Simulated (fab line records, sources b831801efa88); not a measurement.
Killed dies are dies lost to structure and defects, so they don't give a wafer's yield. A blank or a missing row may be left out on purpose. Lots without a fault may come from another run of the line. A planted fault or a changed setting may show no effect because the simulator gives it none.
A struck lot beside a sound one | flow sky130 | 14 steps out of a route of 708
Sound: wafers L141.3, L141.4, L141.5. Struck: wafers L149.1, L149.2, L149.3. The cause comes at the end.
At each step with rows: each side's tool, then ch and its chambers, then its first start. Under that, the readings that differ: sound wafers | struck wafers | difference of the means | sigmas: that difference in standard deviations of wafers without a fault.
alike: readings whose means differ by less than 2 such deviations, and words and numbers that are the same on both sides. not compared: withheld readings, readings that some wafer has no value for, bounds like >300 that may hide the same value, and numbers for which the record gives no deviation and whose values overlap.
The two part at a step that has a row with sigmas, a row that says differs or no value, or rows on one side only. Numbers that don't overlap but have no deviation are shown without sigmas and don't part them. A reading that every wafer of one side lacks parts them only if that side has two wafers or more.

first, 2 steps without rows for these wafers: SKY_VIA3_CLEAN_18 (cleans in IPA, time 180 s); SKY_VIA3_CLEAN_19 (cleans in O3/DIW).
SKY_VIA3_SPUTTER_20: material TiN, target thk 20 nm, time 80 s.
  sound on pvd_sputter-04, day 43 06:25; struck on pvd_sputter-01, day 45 07:10
  alike: throttle_valve_pct
SKY_VIA3_CVD_21: deposits W, target thk 390 nm, time 117.31 s.
  sound on cvd_w-02 ch 0,1, day 43 06:31; struck on cvd_w-01 ch 0,1, day 45 07:14
  alike: chamber_pressure_Torr, heater_power_outer_w, heater_power_w
SKY_VIA3_RS_MEAS_22: measures by four-point-probe.
  sound on film_metro-03, day 43 06:38; struck on film_metro-04, day 45 07:21
  alike: VIA3_W_RS
SKY_VIA3_THK_MEAS_23: measures by xrf.
  sound on film_metro-03, day 43 06:44; struck on film_metro-04, day 45 07:28
  alike: VIA3_W_THK
then, 1 step without rows for these wafers: SKY_VIA3_CMP_24 (polishes, stops on SiO2, t overpolish 20 s, target thk 0 nm).
SKY_METAL4_SPUTTER_00: material Ti, target thk 15 nm, time 10 s.
  sound on pvd_sputter-01, day 43 07:04; struck on pvd_sputter-04, day 45 07:50
  alike: throttle_valve_pct
SKY_METAL4_SPUTTER_01: material TiN, target thk 20 nm, time 16.7 s.
  sound on pvd_sputter-01, day 43 07:05; struck on pvd_sputter-04, day 45 07:51
  alike: throttle_valve_pct
then, 3 steps without rows for these wafers: SKY_METAL4_SPUTTER_02 (material AlCu, target thk 735 nm, time 39.1 s); SKY_METAL4_SPUTTER_03 (material Ti, target thk 5 nm, time 3.3 s); SKY_METAL4_SPUTTER_04 (material TiN, target thk 70 nm, time 58.3 s).
SKY_CAP2M_CVD_00: deposits SiO2, target thk 15.5 nm.
  sound on pecvd-02 ch 0,1,2, day 43 07:13; struck on pecvd-02 ch 0,1,2, day 45 07:59
  no value came back on the struck wafers for heater_power_outer_w (W), heater_power_w (W); on the sound wafers heater_power_outer_w (W) reads 415 358 404
SKY_CAP2M_SPUTTER_02: material TiN, target thk 200 nm, time 166.7 s.
  sound on pvd_sputter-03, day 43 07:19; struck on pvd_sputter-02, day 45 08:04
  alike: substrate_temp_c, throttle_valve_pct

WHERE THEY PART
Only at SKY_CAP2M_CVD_00, within this record. Later steps at which nothing parts them and some readings are alike: SKY_CAP2M_SPUTTER_02.

WHY: what the simulator had put in
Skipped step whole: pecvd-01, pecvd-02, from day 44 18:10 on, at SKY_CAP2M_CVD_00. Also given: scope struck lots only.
